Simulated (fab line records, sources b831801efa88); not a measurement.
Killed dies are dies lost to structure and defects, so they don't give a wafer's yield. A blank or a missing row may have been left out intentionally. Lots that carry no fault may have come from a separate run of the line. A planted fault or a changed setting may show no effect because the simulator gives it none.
Matching of chambers ; flow sfq-line ; SFQ_TRILAYER_I7_CMP_CMP_184 on cmp-02 has 4 sister chambers
The step polishes SiO2. 8 wafers are shown with their chamber, then 7 later ones without.

== WAFERS, EACH WITH ITS CHAMBER ==
wafer;chamber;motor-current-A (A);time-to-endpoint-s (s)
L689.1;3;10.2;200
L691.3;3;9.9;207
L691.6;1;9.4;216
L693.4;1;9.6;208
L707.1;0;11.0;192
L707.6;2;9.3;212
L710.4;2;9.1;206
L710.2;0;10.2;190

== WAFERS WHOSE CHAMBER IS MISSING ==
wafer;motor-current-A (A);time-to-endpoint-s (s)
L710.6;8.8;213
L711.1;11.5;190
L711.2;9.3;201
L711.3;10.0;195
L712.1;9.0;201
L712.2;11.3;198
L712.4;10.3;199

== WHICH CHAMBER EACH ONE RAN IN ==
wafer;from the rows above;in truth
L710.6;can't be placed: 2 or 1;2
L711.1;0;0
L711.2;can't be placed: 2 or 3 or 1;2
L711.3;can't be placed: 3 or 0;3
L712.1;can't be placed: 2 or 1 or 3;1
L712.2;can't be placed: 0 or 3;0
L712.4;can't be placed: 3 or 0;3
Placed correctly: 1 of 7. Can't be placed from these rows: 6 (the true chamber is among the candidates in 6). Placed wrongly: 0.
How it was worked out, from the rows above alone: a wafer's distance from a chamber is the root of the sum, over the readings, of the square of ((its reading less the chamber's mean) divided by the reading's scatter). The wafer belongs to the nearest chamber; if the next one is less than 2 further off, it can't be placed. The mean given for a chamber averages the wafers shown for that chamber. The scatter is the square root of a quotient: the sum, over the shown wafers, of each reading's squared deviation from its chamber's mean, divided by wafers minus chambers.
